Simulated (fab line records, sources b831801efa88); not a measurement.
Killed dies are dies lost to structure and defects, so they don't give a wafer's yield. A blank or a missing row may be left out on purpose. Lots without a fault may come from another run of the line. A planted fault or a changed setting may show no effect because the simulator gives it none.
fab line records | flow sky130
record lots=5 wafers=15 last_day=50
route steps=708 shown LDD_HVN@275 LDD_HVP@278
lots that met no fault: from a run of the same line without faults
start_h: hours from the record's first day to the start of the lot's first wafer shown | wait_h: hours since the lot's step before | " the same as in the row above | L1.1+2: a row that stands for several wafers | - no value, or no start given | * or withheld: withheld | < > ~ a bound
route shown NAME@n: a module of which the file shows steps, and the number in the route of the first | usual: mean/standard deviation of fault-free wafers | same: alike in all rows | chamber/n: place in a boat | sites: the reading at each site | _std_site: their standard deviation | _edge_site: outer sites' mean less inner sites' | radius_mm: how far each site lies from the wafer's centre | mask NAME#n: copy n | behind: the tool/chamber that last shaped the wafer | hold: why the lot was held/for how many hours/how that ended | device: the transistor (n, p or np) that didn't switch | end of line: the same wafers' tests at the end of the route | a step without rows: its recipe alone | killed: dies lost to structure and defects at the first sort, not the wafer's yield | map: a wafer's dies, x killed, . not, _ none there
set.NAME: the setting as run; set.NAME@STEP: as run at that earlier step | model.NAME: the simulator's own value behind a step, which no gauge read
lots at some steps of the route; a table a step, a row a wafer
services: from which hour (start_h, from the record's first day; less than 0 if before it) a tool's chamber was out of use, for how many hours, and why
## steps
# step SKY_LDD_HVN_IMPLANT_08
# recipe species=P energy_kev=60 dose_cm2=3e+13 tilt_deg=40
# columns lot.wafer tool chamber start_h wait_h
L075.2+4+6 implanter-02 0 459.74 0.1
L079.2+4+5 implanter-02 0 500.63 0.0
L080.1+5+6 implanter-04 0 512.53 0.0
L092.1+2+4 implanter-01 0 612.28 0.0
L097.2+4+6 implanter-01 0 654.62 0.0
# step SKY_LDD_HVN_STRIP_09
# recipe chemistry=O2/N2 power_w=1400 pressure_mtorr=1500 platen_temp_c=withheld o2_flow_sccm=3000 n2_flow_sccm=300 overash_fraction=0.5
# usual drypump_motor_current_A=5.6/0.48 oes_product_au=0.408/0.0048 strip_time_to_endpoint_s=4.136/0.015
# columns lot.wafer tool chamber start_h wait_h drypump_motor_current_A oes_product_au rf_hours_counter_h strip_time_to_endpoint_s
L075.2 plasma_asher-04 1 459.86 0.1 5.8 0.404 78 4.156
L075.4 " 0 " " 5.9 0.416 - 4.157
L075.6 " 0 " " 5.9 0.404 - 4.160
L079.2 plasma_asher-03 1 500.76 0.1 5.9 0.412 67 4.145
L079.4 " 1 " " 5.9 0.414 - 4.116
L079.5 " 1 " " 5.9 0.409 - 4.123
L080.1 plasma_asher-02 1 512.68 0.1 4.7 0.410 8 4.144
L080.5 " 0 " " 5.7 0.413 - 4.147
L080.6 " 1 " " 4.7 0.409 - 4.143
L092.1 plasma_asher-03 1 612.43 0.1 5.9 0.409 78 4.116
L092.2 " 0 " " 6.2 0.409 78 4.122
L092.4 " 0 " " 6.2 0.405 - 4.126
L097.2 plasma_asher-04 1 654.74 0.1 5.8 0.403 99 4.130
L097.4 " 1 " " 5.8 0.406 - 4.147
L097.6 " 1 " " 5.8 0.404 - 4.144
# step SKY_LDD_HVN_TW_MEAS_10
# usual LDD_HVN_TW=1444/7.1
# columns lot.wafer tool chamber start_h wait_h LDD_HVN_TW
L075.2 film_metro-03 - 459.97 0.1 1459
L075.4 " - " " 1452
L075.6 " - " " 1453
L079.2 film_metro-02 - 500.87 0.1 1452
L079.4 " - " " 1440
L079.5 " - " " 1439
L080.1 film_metro-02 - 512.78 0.1 1442
L080.5 " - " " 1444
L080.6 " - " " 1438
L092.1 film_metro-02 - 612.53 0.1 1438
L092.2 " - " " 1437
L092.4 " - " " 1438
L097.2 film_metro-04 - 654.85 0.1 1451
L097.4 " - " " 1442
L097.6 " - " " 1452
# step SKY_LDD_HVP_DEHYDRATE_00
# recipe temp_c=200 time_s=60
# usual plate_temp_C=200.02/0.16
# columns lot.wafer tool chamber start_h wait_h plate_temp_C
L075.2 litho_track-04 0 474.58 14.6 199.81
L075.4 " 0 " " 199.90
L075.6 " 0 " " 199.76
L079.2 litho_track-02 0 514.75 13.9 200.07
L079.4 " 0 " " 199.95
L079.5 " 0 " " 199.97
L080.1 litho_track-04 0 527.51 14.7 200.08
L080.5 " 0 " " 200.22
L080.6 " 0 " " 199.98
L092.1 litho_track-04 0 626.55 14.0 199.97
L092.2 " 0 " " 199.84
L092.4 " 0 " " 199.80
L097.2 litho_track-01 0 668.03 13.2 200.18
L097.4 " 0 " " 199.91
L097.6 " 0 " " 200.01
# step SKY_LDD_HVP_HMDS_01
# recipe prime_time_s=60 prime_temp_c=120
# columns lot.wafer tool chamber start_h wait_h
L075.2+4+6 litho_track-04 0 474.73 0.1
L079.2+4+5 litho_track-02 0 514.90 0.1
L080.1+5+6 litho_track-04 0 527.66 0.1
L092.1+2+4 litho_track-04 0 626.70 0.1
L097.2+4+6 litho_track-01 0 668.18 0.1
# step SKY_LDD_HVP_COAT_02
# recipe resist=NOVOLAK spin_rpm=3000 resist_thk_nm=300
# usual spin_speed_rpm=2999.3/2.2
# columns lot.wafer tool chamber start_h wait_h spin_speed_rpm
L075.2 litho_track-04 0 474.88 0.1 2998.8
L075.4 " 0 " " 2999.9
L075.6 " 0 " " 2999.1
L079.2 litho_track-02 0 515.05 0.1 2998.3
L079.4 " 0 " " 3001.8
L079.5 " 0 " " 2996.7
L080.1 litho_track-04 0 527.81 0.1 2997.1
L080.5 " 0 " " 2996.5
L080.6 " 0 " " 3000.0
L092.1 litho_track-04 0 626.85 0.1 3000.1
L092.2 " 0 " " 3000.5
L092.4 " 0 " " 3000.6
L097.2 litho_track-01 0 668.33 0.1 2997.9
L097.4 " 0 " " 2995.6
L097.6 " 0 " " 2994.0
# step SKY_LDD_HVP_SOFTBAKE_03
# recipe temp_c=90 time_s=60 resist=NOVOLAK
# usual plate_temp_C=89.98/0.12
# columns lot.wafer tool chamber start_h wait_h plate_temp_C
L075.2 litho_track-04 0 475.03 0.1 89.92
L075.4 " 0 " " 89.91
L075.6 " 0 " " 89.97
L079.2 litho_track-02 0 515.20 0.1 90.10
L079.4 " 0 " " 89.78
L079.5 " 0 " " 89.96
L080.1 litho_track-04 0 527.96 0.1 90.06
L080.5 " 0 " " 90.00
L080.6 " 0 " " 90.18
L092.1 litho_track-04 0 627.00 0.1 89.85
L092.2 " 0 " " 89.93
L092.4 " 0 " " 90.09
L097.2 litho_track-01 0 668.48 0.1 89.92
L097.4 " 0 " " 89.97
L097.6 " 0 " " 89.86
# step SKY_LDD_HVP_EXPOSE_04
# recipe mask_id=HVPTM na=0.6 source_shape=conventional sigma_outer=0.6 polarization=unpolarized target_cd_nm=700 dose_mj=86
# columns lot.wafer tool chamber start_h wait_h mask
L075.2+4+6 iline_stepper-02 0 - - HVPTM#0
L079.2+4+5 iline_stepper-02 0 - - HVPTM#0
L080.1+5+6 iline_stepper-02 0 - - HVPTM#0
L092.1+2+4 iline_stepper-01 0 - - HVPTM#0
L097.2+4+6 iline_stepper-01 0 - - HVPTM#0
# step SKY_LDD_HVP_PEB_05
# recipe temp_c=withheld time_s=* resist=NOVOLAK
# columns lot.wafer tool chamber start_h wait_h
L075.2+4+6 litho_track-04 0 - -
L079.2+4+5 litho_track-04 0 - -
L080.1+5+6 litho_track-01 0 - -
L092.1+2+4 litho_track-02 0 - -
L097.2+4+6 litho_track-04 0 - -
# step SKY_LDD_HVP_DEVELOP_06
# recipe resist=NOVOLAK developer=TMAH develop_time_s=60 dev_temp_c=23
# columns lot.wafer tool chamber start_h wait_h
L075.2+4+6 litho_track-04 0 490.33 0.1
L079.2+4+5 litho_track-04 0 530.43 0.1
L080.1+5+6 litho_track-01 0 542.56 0.1
L092.1+2+4 litho_track-02 0 640.77 0.1
L097.2+4+6 litho_track-04 0 682.33 0.1
## services
# columns tool chamber start_h hours kind
implanter-01 - 443.86 72.7 repair
plasma_asher-03 - 446.86 0.5 repair
iline_stepper-02 - 449.08 2.1 repair
plasma_asher-03 - 461.83 0.6 repair
iline_stepper-01 - 469.41 8.5 repair
plasma_asher-02 - 472.71 2.8 pm
implanter-04 - 481.33 2.3 repair
implanter-04 - 495.05 1.2 repair
iline_stepper-01 - 501.91 1.7 pm
iline_stepper-01 - 504.22 3.9 repair
plasma_asher-02 - 506.82 0.8 repair
iline_stepper-01 - 522.45 4.4 pm
iline_stepper-02 - 529.42 4.4 pm
iline_stepper-02 - 536.58 1.1 repair
iline_stepper-02 - 539.44 3.0 repair
plasma_asher-02 - 547.54 4.0 repair
implanter-02 - 559.66 10.4 repair
iline_stepper-02 - 575.71 1.7 pm
implanter-01 - 594.11 2.9 pm
implanter-02 - 613.72 2.6 pm
implanter-01 - 617.59 4.8 repair
plasma_asher-03 - 622.40 82.2 repair
implanter-02 - 637.58 3.9 pm
iline_stepper-01 - 652.92 2.8 repair
## key
fault none
